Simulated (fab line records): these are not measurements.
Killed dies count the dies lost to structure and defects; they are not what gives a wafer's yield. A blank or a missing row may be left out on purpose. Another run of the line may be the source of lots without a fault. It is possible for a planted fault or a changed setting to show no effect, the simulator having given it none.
A struck lot beside a sound one ; flow sky130 ; 14 out of 708 route steps
Sound: these wafers, L922.3, L922.5, L922.6. Struck: wafers L925.2, L925.3, L925.6. At the end, the cause is stated.
For every step that has rows: the tool of each side, followed by ch and its chambers, followed by its first start. Under that, the readings that differ: sound wafers ; struck wafers ; difference of the means ; sigmas: that difference in standard deviations of wafers without a fault.
alike: readings with means less than 2 such deviations apart, plus words and numbers identical on both sides. not compared: withheld readings, readings lacking a value on some wafer, bounds such as >300 that could conceal the same value, and numbers that have no deviation in the record and whose values overlap.
A row with sigmas, a row that says differs or no value, or rows on one side alone: a step with any of these is where the two part. Numbers that have no deviation but don't overlap get no sigmas and don't part them. A reading that every wafer of one side lacks parts them only if that side has two wafers or more.

first, 5 steps without rows for these wafers: SKY_SD_N_COAT_02 (resist thk 1140 nm); SKY_SD_N_SOFTBAKE_03 (time 60 s); SKY_SD_N_EXPOSE_04 (exposes mask NSDM, target cd 380 nm); SKY_SD_N_PEB_05; SKY_SD_N_DEVELOP_06 (develop time 60 s).
SKY_SD_N_CD_MEAS_07: the cd target is 380 nm.
  sound on cd sem-02, day 29 06:42; struck on cd sem-01, day 30 06:38
  alike: cd nm
SKY_SD_N_OVL_MEAS_08:
  sound on overlay-02, day 29 06:47; struck on overlay-02, day 30 06:44
reading;sound;struck;difference;sigmas
SD_N_OVL (nm);3.2 2.5 2.0;-0.7 -0.8 -1.9;-3.7;-2
then, 2 steps without rows for these wafers: SKY_SD_N_IMPLANT_09; SKY_SD_N_IMPLANT_10.
SKY_SD_N_STRIP_11: strips in O2/N2.
  sound on plasma asher-04 ch 0,1, day 29 07:08; struck on plasma asher-03 ch 0,1, day 30 07:04
reading;sound;struck;difference;sigmas
drypump motor current A (A);5.2 5.2 5.2;5.9 6.7 5.9;+1.0;+2
  alike: chamber pressure mTorr, o2 flow sccm, oes product au, strip time to endpoint s
  not compared: rf hours counter h
SKY_SD_N_TW_MEAS_12:
  sound on film metro-03, day 29 07:14; struck on film metro-03, day 30 07:11
  alike: SD_N_TW
then, 1 step without rows for these wafers: SKY_SD_N_CLEAN_13 (cleans in SC1/SC2, time 150 s).
SKY_SD_N_RTA_14: time 2 s.
  sound on rtp anneal-01 ch 0, day 29 07:20; struck on rtp anneal-02 ch 0, day 30 07:31
  alike: lamp power pct, ramp up c per s, wafer_temp_C_max
-- a jump in the record: the struck wafers' starts before and after are 17 days apart (it breaks off in module SD_N and resumes in module PAD_OPEN, where the first step shown is number 708 of the route) --
SKY_PAD_OPEN_PROBE_99:
  sound on prober-02, day 46 22:53; struck on prober-01, day 47 16:04
reading;sound;struck;difference;sigmas
model.etest.res xhigh po.line ohm um;5658 5458 5641;4228 4332 4365;-1277;
model.etest.res xhigh po.rs ohm sq;2004 1914 2009;1496 1500 1544;-462;
model.etest.pfet_01v8.r on ohm um;2876 2783 2863;2582 2536 2588;-272;
model.etest.res pdiff.line ohm um;1365 1391 1371;1132 1146 1134;-238;
model.etest.pfet g5v0d10v5.r on ohm um;4779 4780 4746;4568 4651 4582;-168;
model.etest.res high po.line ohm um;734.1 723.8 734.6;612.9 632.5 626.5;-106.9;
model.etest.licon high po.rc ohm;345.1 326.6 352.1;264.8 262.4 256.4;-80.1;
model.etest.res ndiff.line ohm um;784.7 777 764.5;675.3 690.9 683.1;-92.3;
  alike: killed_at_M0_to_M3, killed_at_M4_up, killed at contacts, killed at front end, killed at other, killed dies, killed open, killed short

== WHERE THEY PART ==
Earliest at SKY_SD_N_OVL_MEAS_08; latest, in this record, at SKY_SD_N_STRIP_11. Later steps at which nothing parts them and some readings are alike: SKY_SD_N_TW_MEAS_12, SKY_SD_N_RTA_14, SKY_PAD_OPEN_PROBE_99.

WHY: whatever the simulator had introduced
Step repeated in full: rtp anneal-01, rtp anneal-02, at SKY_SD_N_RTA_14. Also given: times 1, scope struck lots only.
